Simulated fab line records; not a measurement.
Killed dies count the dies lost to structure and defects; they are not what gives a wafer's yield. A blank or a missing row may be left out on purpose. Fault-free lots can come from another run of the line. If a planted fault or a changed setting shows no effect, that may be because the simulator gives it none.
Which tool was responsible? :: flow sky130 :: 12 lots, 36 wafers sampled, at 5 steps of a route of 708

WHAT THE GAUGES SHOWED, per wafer
SKY_SD_P_TW_MEAS_11. Usual: SD_P_TW typically reads 2791, with standard deviation 17.
lot: L337
measured: day 26 13:30
on: film_metro-04
SD_P_TW: 2802 2799 2795
flag: 

lot: L340
measured: day 27 05:35
on: film_metro-03
SD_P_TW: 2755 2780 2767
flag: 

lot: L342
measured: day 28 00:55
on: film_metro-01
SD_P_TW: 2792 2791 2803
flag: 

lot: L341
measured: day 28 02:26
on: film_metro-01
SD_P_TW: 2799 2809 2811
flag: 

lot: L343
measured: day 28 03:19
on: film_metro-04
SD_P_TW: 2803 2801 2803
flag: 

lot: L346
measured: day 29 10:29
on: film_metro-04
SD_P_TW: 2782 2770 2780
flag: 

lot: L353
measured: day 31 18:31
on: film_metro-03
SD_P_TW: 2763 2767 2787
flag: 

lot: L354
measured: day 31 19:45
on: film_metro-03
SD_P_TW: 2770 2749 2763
flag: 

lot: L355
measured: day 32 07:40
on: film_metro-01
SD_P_TW: 2796 2790 2795
flag: 

lot: L356
measured: day 32 13:43
on: film_metro-03
SD_P_TW: 2778 2786 2787
flag: 

lot: L357
measured: day 32 17:40
on: film_metro-03
SD_P_TW: 2767 2774 2778
flag: 

lot: L358
measured: day 32 23:47
on: film_metro-03
SD_P_TW: 2774 2779 2765
flag: 

SKY_SD_N_RS_MEAS_16: measures by four-point-probe. Usual: SD_N_RS typically reads 68.56 ohm/sq, with standard deviation 0.11.
lot: L337
measured: day 28 23:14
on: film_metro-03
SD_N_RS (ohm/sq): 68.51 68.59 68.36
flag: 

lot: L340
measured: day 29 15:08
on: film_metro-03
SD_N_RS (ohm/sq): 68.54 68.56 68.57
flag: 

lot: L342
measured: day 30 10:16
on: film_metro-01
SD_N_RS (ohm/sq): 59.66 59.39 59.53 59.47 59.70 59.59
flag: OFF

lot: L341
measured: day 30 13:04
on: film_metro-01
SD_N_RS (ohm/sq): 68.71 68.72 68.57
flag: 

lot: L343
measured: day 30 13:21
on: film_metro-04
SD_N_RS (ohm/sq): 59.67 59.80 59.74 59.77 59.70 59.65
flag: OFF

lot: L346
measured: day 31 20:04
on: film_metro-03
SD_N_RS (ohm/sq): 68.56 68.60 68.48
flag: 

lot: L353
measured: day 34 01:01
on: film_metro-04
SD_N_RS (ohm/sq): 68.52 68.60 68.46
flag: 

lot: L354
measured: day 34 01:54
on: film_metro-04
SD_N_RS (ohm/sq): 68.60 68.55 68.55
flag: 

lot: L355
measured: day 34 13:48
on: film_metro-01
SD_N_RS (ohm/sq): 68.67 68.77 68.67
flag: 

lot: L356
measured: day 34 19:13
on: film_metro-01
SD_N_RS (ohm/sq): 68.56 68.65 68.66
flag: 

lot: L357
measured: day 34 22:52
on: film_metro-03
SD_N_RS (ohm/sq): 68.49 68.69 68.66
flag: 

lot: L358
measured: day 35 05:12
on: film_metro-04
SD_N_RS (ohm/sq): 68.61 68.67 68.62
flag: 

SKY_SD_N_RS_MEAS_18: measures by four-point-probe. Usual: RES_XHIGH_RS typically reads 333.1 ohm/sq, with standard deviation 1.1.
lot: L337
measured: day 28 23:29
on: film_metro-03
RES_XHIGH_RS (ohm/sq): 331.4 332.7 330.4
flag: 

lot: L340
measured: day 29 15:23
on: film_metro-03
RES_XHIGH_RS (ohm/sq): 333.5 332.4 333.9
flag: 

lot: L341
measured: day 30 13:19
on: film_metro-01
RES_XHIGH_RS (ohm/sq): 332.6 332.6 332.0
flag: 

lot: L346
measured: day 31 20:19
on: film_metro-03
RES_XHIGH_RS (ohm/sq): 331.5 332.9 332.3
flag: 

lot: L353
measured: day 34 01:15
on: film_metro-04
RES_XHIGH_RS (ohm/sq): 331.6 331.8 332.1
flag: 

lot: L354
measured: day 34 02:08
on: film_metro-04
RES_XHIGH_RS (ohm/sq): 333.1 333.7 333.2
flag: 

lot: L355
measured: day 34 14:02
on: film_metro-01
RES_XHIGH_RS (ohm/sq): 332.9 332.9 333.8
flag: 

lot: L356
measured: day 34 19:28
on: film_metro-01
RES_XHIGH_RS (ohm/sq): 334.7 333.2 332.5
flag: 

lot: L357
measured: day 34 23:06
on: film_metro-03
RES_XHIGH_RS (ohm/sq): 332.4 333.8 332.4
flag: 

lot: L358
measured: day 35 05:26
on: film_metro-04
RES_XHIGH_RS (ohm/sq): 334.2 332.8 332.7
flag: 

TOOL THAT RAN EACH LOT (tool first, then ch and the chambers of the sampled wafers, then the start)
lot: L337
SKY_POLY_CUT_ETCH_11: rie_diel-04 ch 1,2,3, day 25 08:02
SKY_SD_N_RTA_14: rtp_anneal-01 ch 0, day 28 23:04

lot: L340
SKY_POLY_CUT_ETCH_11: rie_diel-04 ch 0,1, day 25 23:59
SKY_SD_N_RTA_14: rtp_anneal-01 ch 0, day 29 14:56

lot: L342
SKY_POLY_CUT_ETCH_11: rie_diel-03 ch 0,1, day 26 19:38
SKY_SD_N_RTA_14: rtp_anneal-02 ch 0, day 30 10:04

lot: L341
SKY_POLY_CUT_ETCH_11: rie_diel-04 ch 0,2,3, day 26 21:19
SKY_SD_N_RTA_14: rtp_anneal-01 ch 0, day 30 12:53

lot: L343
SKY_POLY_CUT_ETCH_11: rie_diel-04 ch 2,3, day 26 22:37
SKY_SD_N_RTA_14: rtp_anneal-02 ch 0, day 30 13:10

lot: L346
SKY_POLY_CUT_ETCH_11: rie_diel-04 ch 1,2,3, day 28 05:38
SKY_SD_N_RTA_14: rtp_anneal-01 ch 0, day 31 19:53

lot: L353
SKY_POLY_CUT_ETCH_11: rie_diel-03 ch 2,3, day 30 13:55
SKY_SD_N_RTA_14: rtp_anneal-02 ch 0, day 34 00:49

lot: L354
SKY_POLY_CUT_ETCH_11: rie_diel-04 ch 2,3, day 30 16:02
SKY_SD_N_RTA_14: rtp_anneal-01 ch 0, day 34 01:43

lot: L355
SKY_POLY_CUT_ETCH_11: rie_diel-04 ch 0,1,2, day 31 03:11
SKY_SD_N_RTA_14: rtp_anneal-02 ch 0, day 34 13:37

lot: L356
SKY_POLY_CUT_ETCH_11: rie_diel-04 ch 1,2,3, day 31 09:46
SKY_SD_N_RTA_14: rtp_anneal-02 ch 0, day 34 19:02

lot: L357
SKY_POLY_CUT_ETCH_11: rie_diel-04 ch 0,2,3, day 31 14:56
SKY_SD_N_RTA_14: rtp_anneal-01 ch 0, day 34 22:39

lot: L358
SKY_POLY_CUT_ETCH_11: rie_diel-04 ch 0,1,3, day 31 20:11
SKY_SD_N_RTA_14: rtp_anneal-02 ch 0, day 35 05:02
- SKY_POLY_CUT_ETCH_11: etches Si3N4 in CF4/CH2F2/Ar, stops on poly-Si, time 42.5 s, target depth 60 nm.
- SKY_SD_N_RTA_14: time 2 s.

WHAT THE TOOLS THEMSELVES READ (means of the sampled wafers that have a number; where no wafer has one, the mark that the record gives instead)
SKY_POLY_CUT_ETCH_11. Usual: drypump_motor_current_A 5.6 A, standard deviation 0.48; oes_product_au 0.828 a.u., standard deviation 0.0075; throttle_valve_pct 14.993 %, standard deviation 0.0095.
lot: L337
tool: rie_diel-04
drypump_motor_current_A (A): 5.5
oes_product_au (a.u.): 0.833
throttle_valve_pct (%): 14.989
flag: 

lot: L340
tool: rie_diel-04
drypump_motor_current_A (A): 5.7
oes_product_au (a.u.): 0.826
throttle_valve_pct (%): 14.998
flag: 

lot: L342
tool: rie_diel-03
drypump_motor_current_A (A): 5.5
oes_product_au (a.u.): 0.842
throttle_valve_pct (%): 14.992
flag: 

lot: L341
tool: rie_diel-04
drypump_motor_current_A (A): 5.6
oes_product_au (a.u.): 0.826
throttle_valve_pct (%): 14.990
flag: 

lot: L343
tool: rie_diel-04
drypump_motor_current_A (A): 5.3
oes_product_au (a.u.): 0.831
throttle_valve_pct (%): 14.982
flag: 

lot: L346
tool: rie_diel-04
drypump_motor_current_A (A): 5.5
oes_product_au (a.u.): 0.824
throttle_valve_pct (%): 14.990
flag: 

lot: L353
tool: rie_diel-03
drypump_motor_current_A (A): 5.7
oes_product_au (a.u.): 0.825
throttle_valve_pct (%): 14.993
flag: 

lot: L354
tool: rie_diel-04
drypump_motor_current_A (A): 5.3
oes_product_au (a.u.): 0.837
throttle_valve_pct (%): 14.995
flag: 

lot: L355
tool: rie_diel-04
drypump_motor_current_A (A): 5.8
oes_product_au (a.u.): 0.830
throttle_valve_pct (%): 14.991
flag: 

lot: L356
tool: rie_diel-04
drypump_motor_current_A (A): 5.5
oes_product_au (a.u.): 0.821
throttle_valve_pct (%): 14.988
flag: 

lot: L357
tool: rie_diel-04
drypump_motor_current_A (A): 5.6
oes_product_au (a.u.): 0.811
throttle_valve_pct (%): 14.995
flag: 

lot: L358
tool: rie_diel-04
drypump_motor_current_A (A): 5.4
oes_product_au (a.u.): 0.837
throttle_valve_pct (%): 14.987
flag: 

SKY_SD_N_RTA_14. Usual: lamp_power_pct 15.74 %, standard deviation 0.05; wafer_temp_C_max 1077.9, standard deviation 1.2.
lot: L337
tool: rtp_anneal-01
lamp_power_pct (%): 15.75
wafer_temp_C_max: 1077.9
flag: 

lot: L340
tool: rtp_anneal-01
lamp_power_pct (%): 15.76
wafer_temp_C_max: 1077.5
flag: 

lot: L342
tool: rtp_anneal-02
lamp_power_pct (%): 16.79
wafer_temp_C_max: 1125.6
flag: OFF

lot: L341
tool: rtp_anneal-01
lamp_power_pct (%): 15.69
wafer_temp_C_max: 1079.0
flag: 

lot: L343
tool: rtp_anneal-02
lamp_power_pct (%): 16.76
wafer_temp_C_max: 1126.0
flag: OFF

lot: L346
tool: rtp_anneal-01
lamp_power_pct (%): 15.70
wafer_temp_C_max: 1078.0
flag: 

lot: L353
tool: rtp_anneal-02
lamp_power_pct (%): 15.74
wafer_temp_C_max: 1078.1
flag: 

lot: L354
tool: rtp_anneal-01
lamp_power_pct (%): 15.70
wafer_temp_C_max: 1078.2
flag: 

lot: L355
tool: rtp_anneal-02
lamp_power_pct (%): 15.76
wafer_temp_C_max: 1077.5
flag: 

lot: L356
tool: rtp_anneal-02
lamp_power_pct (%): 15.74
wafer_temp_C_max: 1076.2
flag: 

lot: L357
tool: rtp_anneal-01
lamp_power_pct (%): 15.79
wafer_temp_C_max: 1078.6
flag: 

lot: L358
tool: rtp_anneal-02
lamp_power_pct (%): 15.73
wafer_temp_C_max: 1079.1
flag: 

THE ANSWER, worked out from the rows above alone
Rule: take the mean of a lot's wafers that have a number; if it is more than 3 standard deviations from the usual mean, the lot is off. A lot without any number at a reading at which 4 lots or more have one is off too. Any other lot the step has rows for is counted as sound. Order of review: gauges by route order, followed by the tools' own readings, for which a lot's mean as printed above is used. The first step at which some lot is off is used, and at that step the reading that is off furthest; a lot without a number counts as furthest.
Off: at SKY_SD_N_RS_MEAS_16 (SD_N_RS), L342, L343.
If a tool, at a process step before that reading, ran all the lots that are off and no sound lot after the first of them, it fits. The gauges at SKY_SD_N_RS_MEAS_16 aren't tried: what is off there is off at SKY_SD_N_RTA_14 too, on other tools, and a gauge's error can't cause that. None of those tried fits.

WHAT WAS PUT IN BY THE SIMULATOR
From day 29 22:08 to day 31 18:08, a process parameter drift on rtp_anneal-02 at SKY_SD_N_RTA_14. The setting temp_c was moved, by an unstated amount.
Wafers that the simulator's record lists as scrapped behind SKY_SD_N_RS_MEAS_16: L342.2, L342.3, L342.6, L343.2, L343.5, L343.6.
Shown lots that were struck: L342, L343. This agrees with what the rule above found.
